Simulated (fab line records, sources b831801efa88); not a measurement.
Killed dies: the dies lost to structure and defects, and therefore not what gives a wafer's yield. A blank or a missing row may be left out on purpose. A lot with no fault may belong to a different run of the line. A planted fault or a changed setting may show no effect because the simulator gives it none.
Which tool did it? || flow gf180mcu || 24 lots, 72 wafers sampled, at 4 steps of a route of 602

== WHAT EACH GAUGE READ, for each wafer ==
GF_M3_OVL_MEAS_15.
{"lot": "L074", "measured": "day 21 02:29", "on": "overlay-01", "M3_OVL (nm)": "4 3 1"}
{"lot": "L075", "measured": "day 21 12:39", "on": "overlay-02", "M3_OVL (nm)": "0 -5 1"}
{"lot": "L076", "measured": "day 21 19:51", "on": "overlay-01", "M3_OVL (nm)": "-1 -7 -8"}
{"lot": "L077", "measured": "day 22 15:29", "on": "overlay-01", "M3_OVL (nm)": "-2 2 -1"}
{"lot": "L078", "measured": "day 22 22:31", "on": "overlay-01", "M3_OVL (nm)": "-3 -10 -8"}
{"lot": "L079", "measured": "day 23 08:20", "on": "overlay-01", "M3_OVL (nm)": "-3 -5 1"}
{"lot": "L080", "measured": "day 23 14:37", "on": "overlay-02", "M3_OVL (nm)": "4 -1 -2"}
{"lot": "L081", "measured": "day 23 15:34", "on": "overlay-02", "M3_OVL (nm)": "-8 -5 2"}
{"lot": "L082", "measured": "day 24 11:22", "on": "overlay-02", "M3_OVL (nm)": "5 -4 -2"}
{"lot": "L083", "measured": "day 24 12:52", "on": "overlay-01", "M3_OVL (nm)": "-2 2 -3"}
{"lot": "L084", "measured": "day 24 19:48", "on": "overlay-02", "M3_OVL (nm)": "-7 -10 0"}
{"lot": "L085", "measured": "day 25 06:22", "on": "overlay-02", "M3_OVL (nm)": "5 6 1"}
{"lot": "L086", "measured": "day 25 16:03", "on": "overlay-01", "M3_OVL (nm)": "-4 1 -6"}
{"lot": "L087", "measured": "day 26 02:19", "on": "overlay-01", "M3_OVL (nm)": "-7 -4 -7"}
{"lot": "L088", "measured": "day 26 19:37", "on": "overlay-01", "M3_OVL (nm)": "-11 -4 -8"}
{"lot": "L089", "measured": "day 26 21:38", "on": "overlay-01", "M3_OVL (nm)": "3 0 4"}
{"lot": "L090", "measured": "day 27 02:16", "on": "overlay-02", "M3_OVL (nm)": "-11 -9 -7"}
{"lot": "L091", "measured": "day 27 08:49", "on": "overlay-01", "M3_OVL (nm)": "-4 -5 -6"}
{"lot": "L092", "measured": "day 27 20:09", "on": "overlay-01", "M3_OVL (nm)": "4 2 2"}
{"lot": "L093", "measured": "day 27 20:45", "on": "overlay-01", "M3_OVL (nm)": "-7 -12 -6"}
{"lot": "L094", "measured": "day 28 03:17", "on": "overlay-02", "M3_OVL (nm)": "-3 -7 -5"}
{"lot": "L095", "measured": "day 28 09:27", "on": "overlay-02", "M3_OVL (nm)": "-9 -4 5"}
{"lot": "L096", "measured": "day 28 13:06", "on": "overlay-02", "M3_OVL (nm)": "-7 -12 -6"}
{"lot": "L097", "measured": "day 28 21:30", "on": "overlay-02", "M3_OVL (nm)": "-5 -1 -7"}

GF_V4_THK_MEAS_03.
{"lot": "L074", "measured": "day 23 05:25", "on": "film_metro-02", "V4_CVD_02_THK (nm)": "835 861 841"}
{"lot": "L075", "measured": "day 23 13:35", "on": "film_metro-03", "V4_CVD_02_THK (nm)": "836 836 853"}
{"lot": "L076", "measured": "day 23 21:50", "on": "film_metro-04", "V4_CVD_02_THK (nm)": "844 857 861"}
{"lot": "L077", "measured": "day 24 16:46", "on": "film_metro-03", "V4_CVD_02_THK (nm)": "841 832 841"}
{"lot": "L078", "measured": "day 24 23:41", "on": "film_metro-02", "V4_CVD_02_THK (nm)": "840 859 863"}
{"lot": "L079", "measured": "day 25 08:30", "on": "film_metro-03", "V4_CVD_02_THK (nm)": "850 850 838"}
{"lot": "L080", "measured": "day 25 15:08", "on": "film_metro-02", "V4_CVD_02_THK (nm)": "856 865 863"}
{"lot": "L081", "measured": "day 25 16:07", "on": "film_metro-04", "V4_CVD_02_THK (nm)": "842 847 857"}
{"lot": "L082", "measured": "day 26 09:45", "on": "film_metro-04", "V4_CVD_02_THK (nm)": "844 862 852"}
{"lot": "L083", "measured": "day 26 10:49", "on": "film_metro-02", "V4_CVD_02_THK (nm)": "824 828 844"}
{"lot": "L084", "measured": "day 26 18:02", "on": "film_metro-04", "V4_CVD_02_THK (nm)": "850 842 862"}
{"lot": "L085", "measured": "day 27 03:58", "on": "film_metro-04", "V4_CVD_02_THK (nm)": "829 857 845"}
{"lot": "L086", "measured": "day 27 13:11", "on": "film_metro-04", "V4_CVD_02_THK (nm)": "841 830 855"}
{"lot": "L087", "measured": "day 27 23:30", "on": "film_metro-03", "V4_CVD_02_THK (nm)": "829 849 848"}
{"lot": "L088", "measured": "day 28 15:34", "on": "film_metro-04", "V4_CVD_02_THK (nm)": "832 837 855"}
{"lot": "L089", "measured": "day 28 16:31", "on": "film_metro-04", "V4_CVD_02_THK (nm)": "842 849 858"}
{"lot": "L090", "measured": "day 28 21:55", "on": "film_metro-02", "V4_CVD_02_THK (nm)": "841 827 846"}
{"lot": "L091", "measured": "day 29 03:08", "on": "film_metro-03", "V4_CVD_02_THK (nm)": "833 829 856"}
{"lot": "L092", "measured": "day 29 15:00", "on": "film_metro-04", "V4_CVD_02_THK (nm)": "834 848 844"}
{"lot": "L093", "measured": "day 29 15:08", "on": "film_metro-04", "V4_CVD_02_THK (nm)": "825 813 838"}
{"lot": "L094", "measured": "day 29 21:46", "on": "film_metro-04", "V4_CVD_02_THK (nm)": "841 834 850"}
{"lot": "L095", "measured": "day 30 03:20", "on": "film_metro-02", "V4_CVD_02_THK (nm)": "834 842 858"}
{"lot": "L096", "measured": "day 30 06:49", "on": "film_metro-02", "V4_CVD_02_THK (nm)": "844 845 848"}
{"lot": "L097", "measured": "day 30 14:23", "on": "film_metro-04", "V4_CVD_02_THK (nm)": "833 857 843"}

GF_V5_THK_MEAS_03.
{"lot": "L074", "measured": "day 26 03:04", "on": "film_metro-02", "V5_CVD_02_THK (nm)": "1483 1442 1468"}
{"lot": "L075", "measured": "day 26 10:08", "on": "film_metro-02", "V5_CVD_02_THK (nm)": "1444 1446 1444"}
{"lot": "L076", "measured": "day 26 17:56", "on": "film_metro-01", "V5_CVD_02_THK (nm)": "1442 1473 1444"}
{"lot": "L077", "measured": "day 27 11:19", "on": "film_metro-03", "V5_CVD_02_THK (nm)": "1477 1451 1465"}
{"lot": "L078", "measured": "day 27 17:50", "on": "film_metro-02", "V5_CVD_02_THK (nm)": "1441 1467 1460"}
{"lot": "L079", "measured": "day 28 02:12", "on": "film_metro-02", "V5_CVD_02_THK (nm)": "1429 1469 1454"}
{"lot": "L080", "measured": "day 28 07:38", "on": "film_metro-03", "V5_CVD_02_THK (nm)": "1421 1445 1443"}
{"lot": "L081", "measured": "day 28 08:22", "on": "film_metro-01", "V5_CVD_02_THK (nm)": "1449 1439 1459"}
{"lot": "L082", "measured": "day 29 01:19", "on": "film_metro-03", "V5_CVD_02_THK (nm)": "1444 1465 1447"}
{"lot": "L083", "measured": "day 29 01:52", "on": "film_metro-02", "V5_CVD_02_THK (nm)": "1447 1448 1473"}
{"lot": "L084", "measured": "day 29 09:16", "on": "film_metro-01", "V5_CVD_02_THK (nm)": "1424 1397 1422"}
{"lot": "L085", "measured": "day 29 17:32", "on": "film_metro-03", "V5_CVD_02_THK (nm)": "1451 1456 1473"}
{"lot": "L086", "measured": "day 30 02:41", "on": "film_metro-03", "V5_CVD_02_THK (nm)": "1455 1444 1477"}
{"lot": "L087", "measured": "day 30 10:45", "on": "film_metro-01", "V5_CVD_02_THK (nm)": "1444 1445 1478"}
{"lot": "L088", "measured": "day 31 02:29", "on": "film_metro-02", "V5_CVD_02_THK (nm)": "1415 1441 1439"}
{"lot": "L089", "measured": "day 31 03:12", "on": "film_metro-02", "V5_CVD_02_THK (nm)": "1428 1468 1449"}
{"lot": "L090", "measured": "day 31 08:04", "on": "film_metro-01", "V5_CVD_02_THK (nm)": "1444 1447 1440"}
{"lot": "L091", "measured": "day 31 14:49", "on": "film_metro-02", "V5_CVD_02_THK (nm)": "1458 1458 1454"}
{"lot": "L092", "measured": "day 31 23:22", "on": "film_metro-03", "V5_CVD_02_THK (nm)": "1438 1461 1460"}
{"lot": "L093", "measured": "day 32 01:15", "on": "film_metro-01", "V5_CVD_02_THK (nm)": "1434 1456 1490"}
{"lot": "L094", "measured": "day 32 16:52", "on": "film_metro-02", "V5_CVD_02_THK (nm)": "1437 1410 1443"}
{"lot": "L095", "measured": "day 32 17:02", "on": "film_metro-03", "V5_CVD_02_THK (nm)": "1460 1464 1467"}
{"lot": "L096", "measured": "day 32 17:02", "on": "film_metro-01", "V5_CVD_02_THK (nm)": "1436 1434 1475"}
{"lot": "L097", "measured": "day 32 20:32", "on": "film_metro-01", "V5_CVD_02_THK (nm)": "1449 1428 1451"}

== TOOL THAT RAN EACH LOT (tool first, then ch and the chambers of the sampled wafers, then the start) ==
{"lot": "L074", "GF_NSD_STRIP_11": "plasma_asher-03 ch 1, day 13 04:23"}
{"lot": "L075", "GF_NSD_STRIP_11": "plasma_asher-03 ch 0,1, day 13 12:58"}
{"lot": "L076", "GF_NSD_STRIP_11": "plasma_asher-01 ch 0,1, day 13 18:50"}
{"lot": "L077", "GF_NSD_STRIP_11": "plasma_asher-02 ch 0,1, day 14 11:34"}
{"lot": "L078", "GF_NSD_STRIP_11": "plasma_asher-02 ch 0,1, day 14 18:05"}
{"lot": "L079", "GF_NSD_STRIP_11": "plasma_asher-01 ch 0,1, day 15 03:53"}
{"lot": "L080", "GF_NSD_STRIP_11": "plasma_asher-01 ch 0,1, day 15 08:54"}
{"lot": "L081", "GF_NSD_STRIP_11": "plasma_asher-02 ch 0,1, day 15 10:56"}
{"lot": "L082", "GF_NSD_STRIP_11": "plasma_asher-02 ch 0,1, day 16 06:54"}
{"lot": "L083", "GF_NSD_STRIP_11": "plasma_asher-01 ch 0,1, day 16 08:10"}
{"lot": "L084", "GF_NSD_STRIP_11": "plasma_asher-03 ch 0,1, day 16 16:11"}
{"lot": "L085", "GF_NSD_STRIP_11": "plasma_asher-02 ch 0,1, day 16 23:38"}
{"lot": "L086", "GF_NSD_STRIP_11": "plasma_asher-03 ch 0,1, day 17 11:56"}
{"lot": "L087", "GF_NSD_STRIP_11": "plasma_asher-03 ch 0,1, day 18 00:25"}
{"lot": "L088", "GF_NSD_STRIP_11": "plasma_asher-03 ch 0,1, day 18 17:34"}
{"lot": "L089", "GF_NSD_STRIP_11": "plasma_asher-01 ch 0,1, day 18 22:05"}
{"lot": "L090", "GF_NSD_STRIP_11": "plasma_asher-02 ch 0,1, day 19 02:14"}
{"lot": "L091", "GF_NSD_STRIP_11": "plasma_asher-03 ch 1, day 19 11:47"}
{"lot": "L092", "GF_NSD_STRIP_11": "plasma_asher-03 ch 0, day 19 22:17"}
{"lot": "L093", "GF_NSD_STRIP_11": "plasma_asher-03 ch 0,1, day 20 01:13"}
{"lot": "L094", "GF_NSD_STRIP_11": "plasma_asher-01 ch 0,1, day 20 09:17"}
{"lot": "L095", "GF_NSD_STRIP_11": "plasma_asher-02 ch 0,1, day 20 16:28"}
{"lot": "L096", "GF_NSD_STRIP_11": "plasma_asher-03 ch 0,1, day 20 21:08"}
{"lot": "L097", "GF_NSD_STRIP_11": "plasma_asher-02 ch 0,1, day 21 06:32"}
- GF_NSD_STRIP_11: strips in O2/N2.

== AS READ BY THE TOOLS THEMSELVES (means over the sampled wafers that have a number; for cases with no such wafer, the mark the record gives instead) ==
GF_NSD_STRIP_11.
{"lot": "L074", "tool": "plasma_asher-03", "drypump_motor_current_A (A)": 5.4, "heater_power_w (W)": 243, "oes_product_au (a.u.)": 0.485, "strip_time_to_endpoint_s (s)": 22.95}
{"lot": "L075", "tool": "plasma_asher-03", "drypump_motor_current_A (A)": 5.6, "heater_power_w (W)": 276, "oes_product_au (a.u.)": 0.487, "strip_time_to_endpoint_s (s)": 22.93}
{"lot": "L076", "tool": "plasma_asher-01", "drypump_motor_current_A (A)": 5.0, "heater_power_w (W)": 314, "oes_product_au (a.u.)": 0.483, "strip_time_to_endpoint_s (s)": 23.06}
{"lot": "L077", "tool": "plasma_asher-02", "drypump_motor_current_A (A)": 5.9, "heater_power_w (W)": 316, "oes_product_au (a.u.)": 0.489, "strip_time_to_endpoint_s (s)": 22.97}
{"lot": "L078", "tool": "plasma_asher-02", "drypump_motor_current_A (A)": 5.9, "heater_power_w (W)": 317, "oes_product_au (a.u.)": 0.488, "strip_time_to_endpoint_s (s)": 22.92}
{"lot": "L079", "tool": "plasma_asher-01", "drypump_motor_current_A (A)": 5.2, "heater_power_w (W)": 303, "oes_product_au (a.u.)": 0.487, "strip_time_to_endpoint_s (s)": 22.99}
{"lot": "L080", "tool": "plasma_asher-01", "drypump_motor_current_A (A)": 5.0, "heater_power_w (W)": 311, "oes_product_au (a.u.)": 0.485, "strip_time_to_endpoint_s (s)": 22.96}
{"lot": "L081", "tool": "plasma_asher-02", "drypump_motor_current_A (A)": 5.9, "heater_power_w (W)": 321, "oes_product_au (a.u.)": 0.486, "strip_time_to_endpoint_s (s)": 22.99}
{"lot": "L082", "tool": "plasma_asher-02", "drypump_motor_current_A (A)": 5.8, "heater_power_w (W)": 334, "oes_product_au (a.u.)": 0.490, "strip_time_to_endpoint_s (s)": 23.02}
{"lot": "L083", "tool": "plasma_asher-01", "drypump_motor_current_A (A)": 5.2, "heater_power_w (W)": 303, "oes_product_au (a.u.)": 0.486, "strip_time_to_endpoint_s (s)": 22.96}
{"lot": "L084", "tool": "plasma_asher-03", "drypump_motor_current_A (A)": 5.6, "heater_power_w (W)": 276, "oes_product_au (a.u.)": 0.490, "strip_time_to_endpoint_s (s)": 23.02}
{"lot": "L085", "tool": "plasma_asher-02", "drypump_motor_current_A (A)": 5.8, "heater_power_w (W)": 335, "oes_product_au (a.u.)": 0.492, "strip_time_to_endpoint_s (s)": 23.00}
{"lot": "L086", "tool": "plasma_asher-03", "drypump_motor_current_A (A)": 5.6, "heater_power_w (W)": 273, "oes_product_au (a.u.)": 0.490, "strip_time_to_endpoint_s (s)": 22.99}
{"lot": "L087", "tool": "plasma_asher-03", "drypump_motor_current_A (A)": 5.8, "heater_power_w (W)": 304, "oes_product_au (a.u.)": 0.486, "strip_time_to_endpoint_s (s)": 22.97}
{"lot": "L088", "tool": "plasma_asher-03", "drypump_motor_current_A (A)": 5.9, "heater_power_w (W)": 304, "oes_product_au (a.u.)": 0.496, "strip_time_to_endpoint_s (s)": 22.98}
{"lot": "L089", "tool": "plasma_asher-01", "drypump_motor_current_A (A)": 5.0, "heater_power_w (W)": 311, "oes_product_au (a.u.)": 0.488, "strip_time_to_endpoint_s (s)": 23.01}
{"lot": "L090", "tool": "plasma_asher-02", "drypump_motor_current_A (A)": 5.8, "heater_power_w (W)": 336, "oes_product_au (a.u.)": 0.485, "strip_time_to_endpoint_s (s)": 22.95}
{"lot": "L091", "tool": "plasma_asher-03", "drypump_motor_current_A (A)": 5.4, "heater_power_w (W)": 245, "oes_product_au (a.u.)": 0.490, "strip_time_to_endpoint_s (s)": 23.02}
{"lot": "L092", "tool": "plasma_asher-03", "drypump_motor_current_A (A)": 6.1, "heater_power_w (W)": 333, "oes_product_au (a.u.)": 0.492, "strip_time_to_endpoint_s (s)": 23.00}
{"lot": "L093", "tool": "plasma_asher-03", "drypump_motor_current_A (A)": 5.9, "heater_power_w (W)": 305, "oes_product_au (a.u.)": 0.489, "strip_time_to_endpoint_s (s)": 23.01}
{"lot": "L094", "tool": "plasma_asher-01", "drypump_motor_current_A (A)": 5.2, "heater_power_w (W)": 303, "oes_product_au (a.u.)": 0.489, "strip_time_to_endpoint_s (s)": 22.97}
{"lot": "L095", "tool": "plasma_asher-02", "drypump_motor_current_A (A)": 5.8, "heater_power_w (W)": 333, "oes_product_au (a.u.)": 0.485, "strip_time_to_endpoint_s (s)": 22.96}
{"lot": "L096", "tool": "plasma_asher-03", "drypump_motor_current_A (A)": 5.6, "heater_power_w (W)": 273, "oes_product_au (a.u.)": 0.483, "strip_time_to_endpoint_s (s)": 23.01}
{"lot": "L097", "tool": "plasma_asher-02", "drypump_motor_current_A (A)": 5.8, "heater_power_w (W)": 334, "oes_product_au (a.u.)": 0.489, "strip_time_to_endpoint_s (s)": 23.01}

== THE ANSWER, worked out from the rows above alone ==
Rule: usual is defined by the lots themselves. The widest of any qualifying gaps counts: lots, ordered by their means at a reading, are off when they make up no more than a third of the lots, leave a main group of 4 or more, and stand apart from it by 3 or more times the standard deviation of that group's means. A main group is skipped when, at the precision printed for the reading in the tables above, its means are all equal. A lot without any number at a reading at which 4 lots or more have one is off too. Where the step has rows for the other lots, those lots are counted as sound. After the gauges, taken in route order, come the tools' own readings; for these a lot's mean is taken, as printed above. At the first step where some lot is off, the reading lying furthest off is the one used; lots without a number count as furthest.
Across all readings shown, no lot is off: no conclusion can be drawn from this.

== WHAT THE SIMULATOR HAD INSERTED ==
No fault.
